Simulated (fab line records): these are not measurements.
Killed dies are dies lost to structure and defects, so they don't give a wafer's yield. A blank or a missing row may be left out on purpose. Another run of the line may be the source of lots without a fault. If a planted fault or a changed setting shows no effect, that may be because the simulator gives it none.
Which tool was responsible? / flow gf180mcu / 42 wafers from 14 lots sampled at 4 of the route's 602 steps

## WHAT EACH GAUGE READ, for each wafer
No reading from a measuring or inspecting step in the record can be judged against a usual standard deviation.

## WHICH TOOL RAN EACH LOT (tool, then ch and the chambers of the sampled wafers, then the start)
lot=L114; GF_HV_LDD_IMPLANT_36=implanter-01 ch 0, day 11 07:05; GF_V2_SPUTTER_22=pvdSputter-03, day 19 19:31; GF_M3_SPUTTER_00=pvdSputter-01, day 19 20:08; GF_MIM_SPUTTER_02=pvdSputter-03, day 24 00:38
lot=L115; GF_HV_LDD_IMPLANT_36=implanter-02 ch 0, day 11 15:35; GF_V2_SPUTTER_22=pvdSputter-02, day 20 07:46; GF_M3_SPUTTER_00=pvdSputter-03, day 20 08:23; GF_MIM_SPUTTER_02=pvdSputter-03, day 24 11:31
lot=L116; GF_HV_LDD_IMPLANT_36=implanter-03 ch 0, day 12 21:13; GF_V2_SPUTTER_22=pvdSputter-02, day 21 21:13; GF_M3_SPUTTER_00=pvdSputter-03, day 21 21:50; GF_MIM_SPUTTER_02=pvdSputter-03, day 25 21:38
lot=L117; GF_HV_LDD_IMPLANT_36=implanter-01 ch 0, day 13 00:10; GF_V2_SPUTTER_22=pvdSputter-04, day 22 03:07; GF_M3_SPUTTER_00=pvdSputter-01, day 22 03:44; GF_MIM_SPUTTER_02=pvdSputter-04, day 26 01:26
lot=L119; GF_HV_LDD_IMPLANT_36=implanter-03 ch 0, day 13 03:20; GF_V2_SPUTTER_22=pvdSputter-02, day 22 04:04; GF_M3_SPUTTER_00=pvdSputter-03, day 22 04:41; GF_MIM_SPUTTER_02=pvdSputter-04, day 26 02:14
lot=L121; GF_HV_LDD_IMPLANT_36=implanter-02 ch 0, day 14 01:14; GF_V2_SPUTTER_22=pvdSputter-02, day 23 01:34; GF_M3_SPUTTER_00=pvdSputter-03, day 23 02:12; GF_MIM_SPUTTER_02=pvdSputter-04, day 26 22:59
lot=L125; GF_HV_LDD_IMPLANT_36=implanter-02 ch 0, day 15 10:29; GF_V2_SPUTTER_22=pvdSputter-04, day 24 14:13; GF_M3_SPUTTER_00=pvdSputter-03, day 24 14:51; GF_MIM_SPUTTER_02=pvdSputter-01, day 28 07:11
lot=L126; GF_HV_LDD_IMPLANT_36=implanter-02 ch 0, day 15 13:43; GF_V2_SPUTTER_22=pvdSputter-02, day 24 15:11; GF_M3_SPUTTER_00=pvdSputter-04, day 24 15:50; GF_MIM_SPUTTER_02=pvdSputter-04, day 28 07:52
lot=L131; GF_HV_LDD_IMPLANT_36=implanter-03 ch 0, day 17 04:49; GF_V2_SPUTTER_22=pvdSputter-02, day 26 07:14; GF_M3_SPUTTER_00=pvdSputter-04, day 26 07:52; GF_MIM_SPUTTER_02=pvdSputter-04, day 29 19:19
lot=L132; GF_HV_LDD_IMPLANT_36=implanter-03 ch 0, day 17 12:56; GF_V2_SPUTTER_22=pvdSputter-04, day 26 15:19; GF_M3_SPUTTER_00=pvdSputter-03, day 26 15:57; GF_MIM_SPUTTER_02=pvdSputter-03, day 30 03:35
lot=L134; GF_HV_LDD_IMPLANT_36=implanter-01 ch 0, day 18 07:22; GF_V2_SPUTTER_22=pvdSputter-03, day 27 05:17; GF_M3_SPUTTER_00=pvdSputter-04, day 27 05:55; GF_MIM_SPUTTER_02=pvdSputter-04, day 30 16:31
lot=L135; GF_HV_LDD_IMPLANT_36=implanter-03 ch 0, day 18 13:32; GF_V2_SPUTTER_22=pvdSputter-04, day 27 09:55; GF_M3_SPUTTER_00=pvdSputter-03, day 27 10:32; GF_MIM_SPUTTER_02=pvdSputter-03, day 30 20:43
lot=L136; GF_HV_LDD_IMPLANT_36=implanter-02 ch 0, day 18 19:49; GF_V2_SPUTTER_22=pvdSputter-03, day 27 16:37; GF_M3_SPUTTER_00=pvdSputter-03, day 27 17:14; GF_MIM_SPUTTER_02=pvdSputter-04, day 31 03:24
lot=L137; GF_HV_LDD_IMPLANT_36=implanter-01 ch 0, day 19 04:35; GF_V2_SPUTTER_22=pvdSputter-02, day 28 01:10; GF_M3_SPUTTER_00=pvdSputter-04, day 28 01:48; GF_MIM_SPUTTER_02=pvdSputter-04, day 31 11:10
- GF_HV_LDD_IMPLANT_36
- GF_V2_SPUTTER_22: material TiN, target thk 10 nm, time 40 s.
- GF_M3_SPUTTER_00: material Ti, target thk 37.5 nm, time 150 s.
- GF_MIM_SPUTTER_02: material AlCu, target thk 450 nm, time 23.9 s.

## AS READ BY THE TOOLS THEMSELVES (means over the sampled wafers that have a number; for cases with no such wafer, the mark the record gives instead)
GF_HV_LDD_IMPLANT_36.
lot=L114; tool=implanter-01; endStationPressureTorr (Torr)=5.19e-06; rotationDeg (degrees)=269.97
lot=L115; tool=implanter-02; endStationPressureTorr (Torr)=5.11e-06; rotationDeg (degrees)=270.00
lot=L116; tool=implanter-03; endStationPressureTorr (Torr)=5.24e-06; rotationDeg (degrees)=270.02
lot=L117; tool=implanter-01; endStationPressureTorr (Torr)=5.02e-06; rotationDeg (degrees)=269.99
lot=L119; tool=implanter-03; endStationPressureTorr (Torr)=5.09e-06; rotationDeg (degrees)=270.04
lot=L121; tool=implanter-02; endStationPressureTorr (Torr)=5.14e-06; rotationDeg (degrees)=270.00
lot=L125; tool=implanter-02; endStationPressureTorr (Torr)=5.02e-06; rotationDeg (degrees)=348.58
lot=L126; tool=implanter-02; endStationPressureTorr (Torr)=4.81e-06; rotationDeg (degrees)=348.52
lot=L131; tool=implanter-03; endStationPressureTorr (Torr)=5.11e-06; rotationDeg (degrees)=269.99
lot=L132; tool=implanter-03; endStationPressureTorr (Torr)=4.93e-06; rotationDeg (degrees)=269.98
lot=L134; tool=implanter-01; endStationPressureTorr (Torr)=5.08e-06; rotationDeg (degrees)=270.00
lot=L135; tool=implanter-03; endStationPressureTorr (Torr)=4.73e-06; rotationDeg (degrees)=270.00
lot=L136; tool=implanter-02; endStationPressureTorr (Torr)=4.91e-06; rotationDeg (degrees)=270.02
lot=L137; tool=implanter-01; endStationPressureTorr (Torr)=4.65e-06; rotationDeg (degrees)=270.03

GF_V2_SPUTTER_22.
lot=L114; tool=pvdSputter-03; throttleValvePct (%)=30.6
lot=L115; tool=pvdSputter-02; throttleValvePct (%)=30.0
lot=L116; tool=pvdSputter-02; throttleValvePct (%)=29.6
lot=L117; tool=pvdSputter-04; throttleValvePct (%)=29.6
lot=L119; tool=pvdSputter-02; throttleValvePct (%)=30.1
lot=L121; tool=pvdSputter-02; throttleValvePct (%)=30.3
lot=L125; tool=pvdSputter-04; throttleValvePct (%)=29.9
lot=L126; tool=pvdSputter-02; throttleValvePct (%)=29.3
lot=L131; tool=pvdSputter-02; throttleValvePct (%)=29.5
lot=L132; tool=pvdSputter-04; throttleValvePct (%)=29.8
lot=L134; tool=pvdSputter-03; throttleValvePct (%)=31.0
lot=L135; tool=pvdSputter-04; throttleValvePct (%)=29.8
lot=L136; tool=pvdSputter-03; throttleValvePct (%)=30.9
lot=L137; tool=pvdSputter-02; throttleValvePct (%)=30.1

GF_M3_SPUTTER_00.
lot=L114; tool=pvdSputter-01; throttleValvePct (%)=29.9
lot=L115; tool=pvdSputter-03; throttleValvePct (%)=30.7
lot=L116; tool=pvdSputter-03; throttleValvePct (%)=30.5
lot=L117; tool=pvdSputter-01; throttleValvePct (%)=29.7
lot=L119; tool=pvdSputter-03; throttleValvePct (%)=30.6
lot=L121; tool=pvdSputter-03; throttleValvePct (%)=30.7
lot=L125; tool=pvdSputter-03; throttleValvePct (%)=31.0
lot=L126; tool=pvdSputter-04; throttleValvePct (%)=29.3
lot=L131; tool=pvdSputter-04; throttleValvePct (%)=30.0
lot=L132; tool=pvdSputter-03; throttleValvePct (%)=30.9
lot=L134; tool=pvdSputter-04; throttleValvePct (%)=29.9
lot=L135; tool=pvdSputter-03; throttleValvePct (%)=31.0
lot=L136; tool=pvdSputter-03; throttleValvePct (%)=30.3
lot=L137; tool=pvdSputter-04; throttleValvePct (%)=29.9

GF_MIM_SPUTTER_02.
lot=L114; tool=pvdSputter-03; throttleValvePct (%)=30.6
lot=L115; tool=pvdSputter-03; throttleValvePct (%)=30.7
lot=L116; tool=pvdSputter-03; throttleValvePct (%)=30.6
lot=L117; tool=pvdSputter-04; throttleValvePct (%)=30.0
lot=L119; tool=pvdSputter-04; throttleValvePct (%)=29.9
lot=L121; tool=pvdSputter-04; throttleValvePct (%)=30.2
lot=L125; tool=pvdSputter-01; throttleValvePct (%)=29.8
lot=L126; tool=pvdSputter-04; throttleValvePct (%)=29.9
lot=L131; tool=pvdSputter-04; throttleValvePct (%)=29.8
lot=L132; tool=pvdSputter-03; throttleValvePct (%)=30.7
lot=L134; tool=pvdSputter-04; throttleValvePct (%)=29.9
lot=L135; tool=pvdSputter-03; throttleValvePct (%)=30.8
lot=L136; tool=pvdSputter-04; throttleValvePct (%)=29.5
lot=L137; tool=pvdSputter-04; throttleValvePct (%)=29.6

## THE ANSWER, worked out from the rows above alone
Rule: the usual values come from the lots themselves. Put in order of their means at a reading, lots are off if they are a third of the lots or fewer, leave a main group of 4 or more, and stand apart from it by a gap of 3 or more times the standard deviation of the main group's means; of several such gaps the widest counts. The tables above print the reading to a certain number of digits; a main group whose means all agree to those digits is not used. Also off: a lot with no number at a reading for which 4 or more lots have one. Where the step has rows for the other lots, those lots are counted as sound. After the gauges, taken in route order, come the tools' own readings; for these a lot's mean is taken, as printed above. The first step at which some lot is off is used, and at that step the reading that is off furthest; a lot without a number counts as furthest.
Off, at GF_HV_LDD_IMPLANT_36 on rotationDeg: L125, L126. The main group: mean 270.00 degrees, standard deviation 0.02.
A tool fits if, at that step or a process step before it, it ran every lot that is off, and no sound lot after the first of them. None of those tried fits.

## WHAT HAD BEEN PUT IN BY THE SIMULATOR
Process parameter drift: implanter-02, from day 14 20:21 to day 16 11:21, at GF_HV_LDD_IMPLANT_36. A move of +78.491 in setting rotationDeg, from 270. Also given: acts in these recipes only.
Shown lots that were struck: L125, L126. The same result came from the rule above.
